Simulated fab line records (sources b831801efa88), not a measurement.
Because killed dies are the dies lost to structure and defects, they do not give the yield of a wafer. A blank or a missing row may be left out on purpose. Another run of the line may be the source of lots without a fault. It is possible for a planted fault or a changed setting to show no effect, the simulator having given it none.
The same fault as seen by 2 desks + flow gf180mcu + only its own numbers are on each desk; what lay behind them is given at the end

== AT THE TOOL OWNER'S DESK: pvd_sputter-03 ==
The tool's own readings at GF_M2_SPUTTER_04 (material TiN, target thk 50 nm, time 41.7 s): means of the sampled wafers that have a number, for each lot that ran on this tool. Marked OUT: a lot whose mean sits more than 4 standard deviations from the usual mean, which makes it out of limits; the brackets give that distance.
Columns: A = cathode_dc_power_W at GF_M2_SPUTTER_04, usual 6500.1 W; B = throttle_valve_pct at GF_M2_SPUTTER_04, usual 29.8 %
| lot  | first seen here | A                        | B    |
|------|-----------------|--------------------------|------|
| L410 | day 22 02:40    | 7676.1 (+99 or more) OUT | 30.1 |
| L411 | day 22 15:59    | 7676.6 (+99 or more) OUT | 29.8 |
| L423 | day 26 05:02    | 6500.1                   | 30.7 |
This desk's finding: out of limits on L410, L411; first on L410, day 22 02:40 (cathode_dc_power_W at GF_M2_SPUTTER_04). In limits: L423.

== FROM THE METROLOGY DESK ==
What the gauges read for every lot (on any tool): the sampled wafers with a number, averaged. Marked OUT: a lot whose mean sits more than 4 standard deviations from the usual mean, which makes it out of limits; the brackets give that distance. Of its 9 readings 7 are shown: those that lie furthest out on some lot.
Columns: A = V1_W_THK at GF_V1_THK_MEAS_25, usual 363 nm; B = M2_ALCU_RS at GF_M2_RS_MEAS_05, usual 0.0697 ohm/sq; C = M2_ALCU_THK at GF_M2_THK_MEAS_06, usual 445 nm; D = cd_nm at GF_M2_CD_MEAS_14, usual 279.8 nm; E = M2_OVL at GF_M2_OVL_MEAS_15, usual -2 nm; F = V2_CVD_00_THK at GF_V2_THK_MEAS_01, usual 601 nm; G = V2_BOW at GF_V2_BOW_MEAS_05, usual 100 um
| lot  | first seen here | A   | B      | C   | D     | E   | F   | G   |
|------|-----------------|-----|--------|-----|-------|-----|-----|-----|
| L402 | day 19 03:54    | 361 | 0.0691 | 449 | 279.1 | -2  | 609 | 94  |
| L410 | day 22 02:01    | 368 | 0.0699 | 433 | 278.3 | -5  | 591 | 104 |
| L411 | day 22 15:20    | 369 | 0.0717 | 425 | 280.5 | 14  | 598 | 99  |
| L418 | day 24 17:50    | 365 | 0.0695 | 448 | 277.5 | -11 | 598 | 114 |
| L422 | day 25 22:57    | 364 | 0.0694 | 446 | 281.2 | -11 | 608 | 109 |
| L423 | day 26 04:24    | 355 | 0.0691 | 450 | 280.2 | -5  | 603 | 113 |
This desk found nothing out of limits on any of the 6 lots.

== PUT TOGETHER ==
The tool owner's desk could have raised an alarm at day 22 02:40, on L410, L411.
The metrology desk saw nothing out of limits.
The metrology desk holds a record of L410, L411, inside its limits.
All the named lots went through GF_M2_SPUTTER_04 on pvd_sputter-03.

== WHAT THE SIMULATOR HAD INSERTED ==
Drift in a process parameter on pvd_sputter-03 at GF_M2_SPUTTER_04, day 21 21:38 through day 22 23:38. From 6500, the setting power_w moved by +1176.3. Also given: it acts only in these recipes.
Lots struck among those shown: L410, L411.
Delay in hours, fault start to first out-of-limits reading, by desk: the tool owner's desk at 5.
